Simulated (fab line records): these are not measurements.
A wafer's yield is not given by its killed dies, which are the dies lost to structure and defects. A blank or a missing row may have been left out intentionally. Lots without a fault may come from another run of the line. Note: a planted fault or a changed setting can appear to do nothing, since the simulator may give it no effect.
Matching of chambers | flow gf180mcu | GF_CONTACT_ETCH_16 on rie_diel-03 has 4 sister chambers
The step etches BARC in N2/H2. 8 wafers are shown with their chamber, then 8 later ones without.

WAFERS PAIRED WITH THEIR CHAMBERS
wafer  | chamber | drypump_motor_current_A (A) | throttle_valve_pct (%)
L956.3 | 2       | 6.7                         | 13.248
L957.2 | 3       | 6.0                         | 13.222
L957.4 | 3       | 6.0                         | 13.239
L957.6 | 0       | 5.4                         | 13.208
L961.1 | 2       | 6.7                         | 13.224
L961.3 | 0       | 5.5                         | 13.233
L961.6 | 1       | 5.4                         | 13.218
L960.1 | 1       | 5.5                         | 13.214

WAFERS MISSING THEIR CHAMBER
wafer  | drypump_motor_current_A (A) | throttle_valve_pct (%)
L960.4 | 6.7                         | 13.219
L960.6 | 5.5                         | 13.211
L964.1 | 5.5                         | 13.225
L964.5 | 6.7                         | 13.214
L964.6 | 5.5                         | 13.209
L965.1 | 6.0                         | 13.227
L965.3 | 5.5                         | 13.219
L965.6 | 6.7                         | 13.226

CHAMBER TAKEN BY EACH
wafer  | from the rows above     | in truth
L960.4 | 2                       | 2
L960.6 | can't be placed: 1 or 0 | 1
L964.1 | can't be placed: 0 or 1 | 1
L964.5 | 2                       | 2
L964.6 | can't be placed: 1 or 0 | 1
L965.1 | 3                       | 3
L965.3 | can't be placed: 0 or 1 | 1
L965.6 | 2                       | 2
4 of 8 placed correctly. Cannot be placed on the basis of these rows: 4; the candidates contain the true chamber in 4. Wrongly placed: 0.
How it was worked out, from the rows above alone: a wafer's distance from a chamber is the root of the sum, over the readings, of the square of ((its reading less the chamber's mean) divided by the reading's scatter). If the next closest chamber is less than 2 further off than the closest, the wafer can't be placed; otherwise it belongs to the closest. The mean given for a chamber averages the wafers shown for that chamber. The scatter: the root of (the sum of the squares of (reading less its chamber's mean) over the shown wafers, divided by (wafers less chambers)).
